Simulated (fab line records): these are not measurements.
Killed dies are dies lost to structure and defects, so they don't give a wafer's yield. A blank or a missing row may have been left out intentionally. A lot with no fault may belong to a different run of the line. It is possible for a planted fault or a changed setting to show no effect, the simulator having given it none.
Comparing a struck lot with a sound one + flow gf180mcu + 15 steps out of a route of 602
Sound: wafers L489.1, L489.4, L489.6. Wafers struck: L479.4, L479.5, L479.6. The cause is given at the end.
At each step with rows: each side's tool, then ch and its chambers, then its first start. Under that, the readings that differ: sound wafers + struck wafers + difference of the means + sigmas: that difference in standard deviations of wafers without a fault.
alike: a reading whose means differ by less than 2 such deviations, as well as words and numbers matching on both sides. not compared: withheld readings; readings where some wafer has no value; bounds like >300 that might hide an equal value; numbers whose values overlap and for which the record gives no deviation.
The two part at a step that has a row with sigmas, a row that says differs or no value, or rows on one side only. Non-overlapping numbers with no deviation appear without sigmas and do not part them. A reading missing from all wafers of one side parts the sides only when that side holds two or more wafers.

first, 5 steps without rows for these wafers: GF_M5_COAT_02 (resist thk 1000 nm); GF_M5_SOFTBAKE_03 (time 60 s); GF_M5_EXPOSE_04 (exposes mask Metal5, target cd 280 nm); GF_M5_PEB_05 (peb time 90 s); GF_M5_DEVELOP_06 (develop time 60 s).
GF_M5_CD_MEAS_07 targets a cd of 280 nm.
  sound: cd sem-01 at day 31 08:31; struck: cd sem-01 at day 28 06:35
  alike: cd nm
GF_M5_OVL_MEAS_08:
  sound: overlay-01 at day 31 08:38; struck: overlay-01 at day 28 06:40
  alike: M5_OVL
GF_M5_ETCH_09: etches Si3N4 in CF4/O2, target depth 52 nm, time 11.6 s.
  sound on rie diel-03 ch 0,1,3, day 31 08:40; struck on rie diel-01 ch 0,3, day 28 06:41
  alike: drypump motor current A, oes product au, throttle valve pct
  not compared: rf hours counter h
GF_M5_METAL_ETCH_10: etches the open film in Cl2/BCl3, stops on SiO2, target depth 627.5 nm, time 104.6 s.
  sound on rie metal-02 ch 0,1, day 31 08:41; struck on rie metal-01 ch 0,1, day 28 06:45
  alike: drypump motor current A, oes product au, throttle valve pct
  not compared: rf hours counter h
GF_M5_STRIP_11: strips in O2/N2.
  sound on plasma asher-03 ch 0,1, day 31 08:48; struck on plasma asher-03 ch 0,1, day 28 06:51
  alike: drypump motor current A, heater power w, oes product au, strip time to endpoint s
  not compared: rf hours counter h
then, 2 steps without rows for these wafers: GF_M5_STRIP_12 (strips in post etch residue remover, time 1200 s); GF_M5_CLEAN_13 (cleans in DIW).
GF_V5_CVD_00: deposits SiO2, target thk 300 nm, time 50 s.
  sound on hdpcvd-02 ch 0,1, day 31 09:20; struck on hdpcvd-02 ch 0,1,2, day 28 07:35
GF_V5_THK_MEAS_01:
  sound: film metro-01 at day 31 09:23; struck: film metro-01 at day 28 07:53
| reading            | sound       | struck      | difference | sigmas |
|--------------------|-------------|-------------|------------|--------|
| V5_CVD_00_THK (nm) | 297 299 301 | 589 599 595 | +295       | +76    |
after that, 1 step had no rows for these wafers: GF_PASSIVATION_PROBE_99.

WHERE THEY PART
Only at GF_V5_THK_MEAS_01, within this record.

WHY: what had been put in by the simulator
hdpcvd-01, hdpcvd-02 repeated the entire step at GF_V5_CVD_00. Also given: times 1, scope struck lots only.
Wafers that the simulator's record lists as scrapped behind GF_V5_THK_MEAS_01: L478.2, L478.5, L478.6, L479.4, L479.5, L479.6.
